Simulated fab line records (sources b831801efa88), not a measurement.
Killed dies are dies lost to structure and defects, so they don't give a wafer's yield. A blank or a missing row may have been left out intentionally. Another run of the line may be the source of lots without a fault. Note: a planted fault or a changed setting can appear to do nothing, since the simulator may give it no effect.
Struck lot and sound lot, side by side || flow sky130 || 36 steps out of a route of 708
Sound: the wafers L237.2, L237.3, L237.4. Wafers L238.1, L238.3, L238.5 were the ones struck. The cause comes at the end.
Order at every step that has rows: each side's tool, ch and its chambers, its first start. Under that, the readings that differ: sound wafers || struck wafers || difference of the means || sigmas: that difference in standard deviations of wafers without a fault.
alike: a reading whose means differ by less than 2 such deviations, as well as words and numbers matching on both sides. not compared: withheld readings; readings where some wafer has no value; bounds like >300 that might hide an equal value; numbers whose values overlap and for which the record gives no deviation.
Wherever a step has rows on one side only, a row that says differs or no value, or a row with sigmas, the two part there. When numbers do not overlap yet have no deviation, they are printed without sigmas and do not part them. A reading that every wafer of one side lacks parts them only if that side has two wafers or more.

first, 10 steps without rows for these wafers: SKY_GATE_OXIDE_COAT_05 (resist thk 1140 nm); SKY_GATE_OXIDE_SOFTBAKE_06 (time 60 s); SKY_GATE_OXIDE_EXPOSE_07 (exposes mask LVOM, target cd 600 nm); SKY_GATE_OXIDE_PEB_08; SKY_GATE_OXIDE_DEVELOP_09 (develop time 60 s); SKY_GATE_OXIDE_IMPLANT_11; SKY_GATE_OXIDE_WET_ETCH_12 (etches SiO2 in dHF, target depth 16.8 nm, time 336 s); SKY_GATE_OXIDE_STRIP_13 (strips in O2/N2); SKY_GATE_OXIDE_CLEAN_15 (cleans in SC1/SC2, time 150 s); SKY_GATE_OXIDE_OXIDATION_16 (stabilise 600 s, purge 300 s, target thk 3.57 nm).
SKY_POLY_GATE_CVD_00: deposits poly-Si, target thk 180 nm, time 720 s.
  sound on lpcvd-01 ch 1, day 15 13:40; struck on lpcvd-01 ch 0, day 16 00:25
{"reading": "pressureMtorr (mTorr)", "sound": "200.1 200.2 200.1", "struck": "159.5 159.8 159.4", "difference": -40.6, "sigmas": "-99 or more"}
{"reading": "model.poly-Si_of_POLY_GATE_CVD_00.thkNm (nm)", "sound": "179.2 179.5 178.2", "struck": "161.8 162.5 163.1", "difference": -16.5, "sigmas": ""}
  alike: spikeTcCentreC
SKY_POLY_GATE_THK_MEAS_01:
  struck on filmMetro-04, day 16 01:37; sound on filmMetro-02, day 15 14:53
{"reading": "POLY_GATE_CVD_00_THK (nm)", "sound": "179.2 179.5 178.2", "struck": "161.9 162.7 163.2", "difference": -16.4, "sigmas": -9}
then, 9 steps without rows for these wafers: SKY_RES_PROTECT_DEHYDRATE_00 (time 60 s); SKY_RES_PROTECT_HMDS_01 (prime time 60 s); SKY_RES_PROTECT_COAT_02 (resist thk 1140 nm); SKY_RES_PROTECT_SOFTBAKE_03 (time 60 s); SKY_RES_PROTECT_EXPOSE_04 (exposes mask RPM, target cd 1270 nm); SKY_RES_PROTECT_PEB_05; SKY_RES_PROTECT_DEVELOP_06 (develop time 60 s); SKY_POLY_GATE_IMPLANT_02; SKY_RES_PROTECT_STRIP_07 (strips in O2/N2).
SKY_RES_PROTECT_CLEAN_09: cleans in SC1/SC2, time 150 s.
  sound on wetBench-02 ch 2, day 16 18:54; struck on wetBench-01 ch 1, day 17 05:51
{"reading": "model.poly-Si_of_POLY_GATE_CVD_00.thkNm (nm)", "sound": "178.6 178.8 177.6", "struck": "161.2 161.8 162.5", "difference": -16.5, "sigmas": ""}
  alike: bathHeatDutyPct
then, 11 steps without rows for these wafers: SKY_POLY_GATE_CVD_03 (deposits Si3N4 from DCS/NH3, target thk 75 nm, time 1290 s); SKY_POLY_GATE_DEHYDRATE_05 (time 60 s); SKY_POLY_GATE_HMDS_06 (prime time 60 s); SKY_POLY_GATE_COAT_07 (resist thk 110 nm); SKY_POLY_GATE_COAT_08 (resist thk 450 nm); SKY_POLY_GATE_SOFTBAKE_09 (time 90 s); SKY_POLY_GATE_EXPOSE_10 (exposes mask P1M, target cd 150 nm); SKY_POLY_GATE_PEB_11; SKY_POLY_GATE_DEVELOP_12 (develop time 60 s); SKY_POLY_GATE_ETCH_15 (etches BARC in N2/H2, stops on SiO2, time 118.5 s, target depth 110 nm); SKY_POLY_GATE_ETCH_16 (etches Si3N4 in CH3F/O2, stops on poly-Si, time 147.5 s, target depth 75 nm).
SKY_POLY_GATE_ETCH_17: etches poly-Si in HBr/Cl2, stops on SiO2, target depth 180 nm, time 70.5 s.
  sound on rieSi-01 ch 1,2,3, day 18 02:19; struck on rieSi-02 ch 0,1, day 18 13:33
{"reading": "mfcCl2Sccm (sccm)", "sound": "49.58 49.83 50.00", "struck": "49.98 50.41 50.18", "difference": "+0.39", "sigmas": "+2"}
{"reading": "oesProductAu (a.u.)", "sound": "0.990 0.990 0.987", "struck": "0.924 0.925 0.928", "difference": -0.063, "sigmas": -8}
{"reading": "throttleValvePct (%)", "sound": "33.687 33.689 33.706", "struck": "33.677 33.679 33.669", "difference": -0.019, "sigmas": -2}
{"reading": "model.POLY_GATE.featureDepthNm (nm)", "sound": "178.6 176.5 177.6", "struck": "161.2 161.8 162.5", "difference": -15.7, "sigmas": ""}
{"reading": "model.etch.depthNm (nm)", "sound": "178.6 176.5 177.6", "struck": "161.2 161.8 162.5", "difference": -15.7, "sigmas": ""}
  alike: HBr_flow_sccm, chamberPressureMTorr, drypumpMotorCurrentA, rfFwdPowerW
  not compared: rfHoursCounterH
then, 1 step without rows for these wafers: SKY_POLY_GATE_STRIP_18 (strips in O2/N2).
-- here the record skips 29 days between the struck wafers' starts before and after, leaving off in module POLY_GATE and picking up in module PAD_OPEN (first step shown: number 708 of the route) --
SKY_PAD_OPEN_PROBE_99:
  struck on prober-02, day 47 14:52; sound on prober-01, day 47 01:33
{"reading": "model.etest.liconHighPo.rcOhm", "sound": "341.3 359.9 338.6", "struck": "324.2 329.7 333.1", "difference": -17.6, "sigmas": ""}
{"reading": "model.etest.resHighPo.rsOhmSq", "sound": "257.1 264.1 258.1", "struck": "269.4 273.9 272.7", "difference": "+12.2", "sigmas": ""}
{"reading": "model.etest.capLiToPoly.cAfUm2", "sound": "98.6 98.86 99.84", "struck": "97.44 93.08 93.42", "difference": -4.45, "sigmas": ""}
{"reading": "model.etest.resPoly.rsOhmSq", "sound": "46.84 47.82 47.24", "struck": "51.03 51.54 51.81", "difference": "+4.16", "sigmas": ""}
  alike: killed_at_M0_to_M3, killed_at_M4_up, killedAtContacts, killedAtFrontEnd, killedDies, killedOpen, killedShort
  not compared: model.etest.resHighPo.lineOhmUm, model.etest.resPoly.lineOhmUm

== WHERE THEY PART ==
Earliest at SKY_POLY_GATE_CVD_00; latest, in this record, at SKY_POLY_GATE_ETCH_17. Later steps at which nothing parts them and some readings are alike: SKY_PAD_OPEN_PROBE_99.

WHY: whatever the simulator had introduced
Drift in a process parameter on lpcvd-01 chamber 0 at SKY_POLY_GATE_CVD_00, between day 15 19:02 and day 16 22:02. From 200, the setting pressureMtorr moved by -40.
